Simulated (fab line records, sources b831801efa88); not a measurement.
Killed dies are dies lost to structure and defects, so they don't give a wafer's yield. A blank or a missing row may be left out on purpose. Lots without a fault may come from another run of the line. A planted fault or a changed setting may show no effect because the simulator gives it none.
One fault seen from 2 desks | flow sky130 | each desk has only its own numbers; what lay behind them comes last

THE TOOL OWNER'S DESK: cmp-01
The tool's own readings at SKY_VIA3_CMP_02 (polishes SiO2): means of the sampled wafers that have a number, for each lot that ran on this tool. A lot is out of limits, marked OUT, if its mean lies more than 4 standard deviations from the usual mean; the brackets give that distance.
Columns: A = edge_zone_pressure_frac at SKY_VIA3_CMP_02, usual 1.000; B = head_pressure_psi at SKY_VIA3_CMP_02, usual 4.000 psi; C = motor_current_A at SKY_VIA3_CMP_02, usual 12.2 A; D = slurry_filter_dp_kPa at SKY_VIA3_CMP_02, usual 13.50 kPa; E = slurry_flow_ml_min at SKY_VIA3_CMP_02, usual 150.0
lot  | first seen here | A     | B     | C    | D     | E
L673 | day 40 20:59    | 1.004 | 4.000 | 11.9 | 13.45 | 149.6
L682 | day 43 07:04    | 1.001 | 4.003 | 12.5 | 13.55 | 150.2
L688 | day 44 20:20    | 1.002 | 3.998 | 12.4 | 13.58 | 149.8
L692 | day 45 17:40    | 1.000 | 3.996 | 12.5 | 13.55 | 150.3
This desk's finding: nothing out of limits on any of the 4 lots.

THE METROLOGY DESK
What the gauges read, lot by lot, whatever tool the lot ran on: means of the sampled wafers that have a number. A lot is out of limits, marked OUT, if its mean lies more than 4 standard deviations from the usual mean; the brackets give that distance.
Columns: A = VIA3_BOW at SKY_VIA3_BOW_MEAS_03, usual 82 um; B = VIA3_OVL at SKY_VIA3_OVL_MEAS_13, usual -1 nm
lot  | first seen here | A              | B
L671 | day 40 00:41    | 80             | -7
L672 | day 40 14:33    | 83             | 0
L673 | day 40 21:14    | 79             | -4
L677 | day 42 00:32    | 93             | -4
L679 | day 42 14:51    | 134 (+6.5) OUT | 4
L680 | day 42 21:25    | 149 (+8.3) OUT | -1
L682 | day 43 07:19    | 72             | -2
L686 | day 44 15:44    | 75             | -1
L687 | day 44 16:19    | 88             | -3
L688 | day 44 20:38    | 77             | -10
L689 | day 45 03:49    | 85             | 1
L690 | day 45 12:42    | 89             | 0
L691 | day 45 14:02    | 76             | -2
L692 | day 45 17:59    | 74             | 3
This desk's finding: out of limits on L679, L680; first on L679, day 42 14:51 (VIA3_BOW at SKY_VIA3_BOW_MEAS_03). In limits: L671, L672, L673, L677, L682, L686, L687, L688, L689, L690, L691, L692.

PUT TOGETHER
The metrology desk could have raised an alarm at day 42 14:51, on L679, L680.
The tool owner's desk saw nothing out of limits.
The tool owner's desk has no number on record for L679, L680.
Of the lots named, all ran SKY_VIA3_CMP_02 on cmp-01.

WHAT THE SIMULATOR HAD PUT IN
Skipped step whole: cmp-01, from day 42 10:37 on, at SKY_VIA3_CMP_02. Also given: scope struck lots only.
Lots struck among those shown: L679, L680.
Hours from the fault's start to each desk's first reading out of limits: the metrology desk, 4.
